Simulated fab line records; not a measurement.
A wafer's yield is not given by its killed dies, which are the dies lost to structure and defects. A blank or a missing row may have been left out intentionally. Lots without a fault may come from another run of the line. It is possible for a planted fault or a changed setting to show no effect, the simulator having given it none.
Which tool did it? || flow sky130 || 7 lots, 21 wafers sampled, at 2 steps of a route of 708

## WHAT THE GAUGES SHOWED, per wafer
SKY_VT_ADJUST_NCORE_OVL_MEAS_08.
{"lot": "L743", "measured": "day 8 05:56", "on": "overlay-02", "VT_ADJUST_NCORE_OVL (nm)": "-1.8 -0.3 -3.1"}
{"lot": "L745", "measured": "day 8 13:38", "on": "overlay-01", "VT_ADJUST_NCORE_OVL (nm)": "1.5 0.6 -0.2"}
{"lot": "L750", "measured": "day 9 09:59", "on": "overlay-02", "VT_ADJUST_NCORE_OVL (nm)": "-0.6 -1.0 2.1"}
{"lot": "L756", "measured": "day 10 18:38", "on": "overlay-02", "VT_ADJUST_NCORE_OVL (nm)": "-0.7 -1.5 1.1"}
{"lot": "L759", "measured": "day 18 21:40", "on": "overlay-02", "VT_ADJUST_NCORE_OVL (nm)": "1.8 1.0 1.6"}
{"lot": "L760", "measured": "day 18 20:46", "on": "overlay-02", "VT_ADJUST_NCORE_OVL (nm)": "-0.8 1.1 2.0"}
{"lot": "L762", "measured": "day 18 23:28", "on": "overlay-01", "VT_ADJUST_NCORE_OVL (nm)": "0.7 -0.5 0.6"}

## WHAT TOOL EACH LOT RAN ON (gives the tool, then ch and the chambers of the sampled wafers, and finally the start)
{"lot": "L743", "SKY_FIELD_ISO_ETCH_17": "rie_si-01 ch 0,1,3, day 2 21:02"}
{"lot": "L745", "SKY_FIELD_ISO_ETCH_17": "rie_si-02 ch 1,3, day 3 08:58"}
{"lot": "L750", "SKY_FIELD_ISO_ETCH_17": "rie_si-02 ch 0,1, day 4 09:29"}
{"lot": "L756", "SKY_FIELD_ISO_ETCH_17": "rie_si-02 ch 0,1,2, day 5 15:38"}
{"lot": "L759", "SKY_FIELD_ISO_ETCH_17": "rie_si-01 ch 0,2,3, day 9 14:41"}
{"lot": "L760", "SKY_FIELD_ISO_ETCH_17": "rie_si-01 ch 1,2,3, day 9 15:02"}
{"lot": "L762", "SKY_FIELD_ISO_ETCH_17": "rie_si-02 ch 0,1,2, day 9 15:23"}
- SKY_FIELD_ISO_ETCH_17: etches Si in HBr/Cl2/O2, target depth 342 nm, time 97.7 s.

## THE ANSWER, worked out from the rows above alone
Rule: usual is defined by the lots themselves. Put in order of their means at a reading, lots are off if they are a third of the lots or fewer, leave a main group of 4 or more, and stand apart from it by a gap of 3 or more times the standard deviation of the main group's means; of several such gaps the widest counts. Not used: any main group whose means are identical at the precision the tables above print for the reading. Also off: a lot with no number at a reading for which 4 or more lots have one. The other lots that the step has rows for count as sound.
Nothing can be told from this: no lot is off at any reading shown.

## WHAT HAD BEEN PUT IN BY THE SIMULATOR
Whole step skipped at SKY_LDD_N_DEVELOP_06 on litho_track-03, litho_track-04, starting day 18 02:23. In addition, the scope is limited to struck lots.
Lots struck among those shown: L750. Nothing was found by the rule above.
